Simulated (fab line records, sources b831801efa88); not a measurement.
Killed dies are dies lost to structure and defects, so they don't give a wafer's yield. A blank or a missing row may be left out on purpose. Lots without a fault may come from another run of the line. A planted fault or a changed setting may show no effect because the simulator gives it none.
Which tool did it? | flow sfq_line | 13 lots, 39 wafers sampled, at 1 step of a route of 325

WHAT THE GAUGES READ, wafer by wafer
SFQ_R5_THK_MEAS_934: measures by xrf. Usual: R5_MONX_THK 40.4 nm, standard deviation 0.42.
lot  | measured     | on            | R5_MONX_THK (nm) | flag
L586 | day 60 10:38 | film_metro-01 | 39.7 40.1 39.9   |
L587 | day 60 19:38 | film_metro-01 | 40.6 40.4 40.8   |
L588 | day 60 22:40 | film_metro-03 | 40.7 40.7 40.3   |
L589 | day 61 00:27 | film_metro-01 | 41.1 40.8 41.1   |
L590 | day 61 01:38 | film_metro-03 | 40.4 39.9 40.2   |
L591 | day 65 10:32 | film_metro-01 | 40.6 40.2 40.9   |
L592 | day 65 13:32 | film_metro-01 | 40.7 40.7 41.1   |
L593 | day 65 20:08 | film_metro-04 | 40.8 40.6 40.3   |
L594 | day 65 22:32 | film_metro-03 | 40.3 39.5 40.4   |
L595 | day 66 05:10 | film_metro-03 | 40.9 40.3 40.3   |
L596 | day 66 08:08 | film_metro-03 | 40.2 40.8 40.0   |
L598 | day 66 14:10 | film_metro-03 | 40.9 39.9 41.0   |
L609 | day 75 15:05 | film_metro-04 | 40.5 40.4 40.5   |

WHICH TOOL RAN EACH LOT (tool, then ch and the chambers of the sampled wafers, then the start)
The record holds no process step before these readings.

WHAT THE TOOLS THEMSELVES READ (means of the sampled wafers that have a number; where no wafer has one, the mark that the record gives instead)
The record holds no such reading with a usual standard deviation.

THE ANSWER, worked out from the rows above alone
Rule: a lot is off if the mean of its wafers that have a number lies more than 3 standard deviations from the usual mean. A lot without any number at a reading at which 4 lots or more have one is off too. The other lots that the step has rows for count as sound. The gauges are gone through in route order, then the tools' own readings, and for those a lot's mean is taken as printed above. The first step at which some lot is off is used, and at that step the reading that is off furthest; a lot without a number counts as furthest.
No lot is off at any reading shown: from this, nothing can be told.

WHAT THE SIMULATOR HAD PUT IN
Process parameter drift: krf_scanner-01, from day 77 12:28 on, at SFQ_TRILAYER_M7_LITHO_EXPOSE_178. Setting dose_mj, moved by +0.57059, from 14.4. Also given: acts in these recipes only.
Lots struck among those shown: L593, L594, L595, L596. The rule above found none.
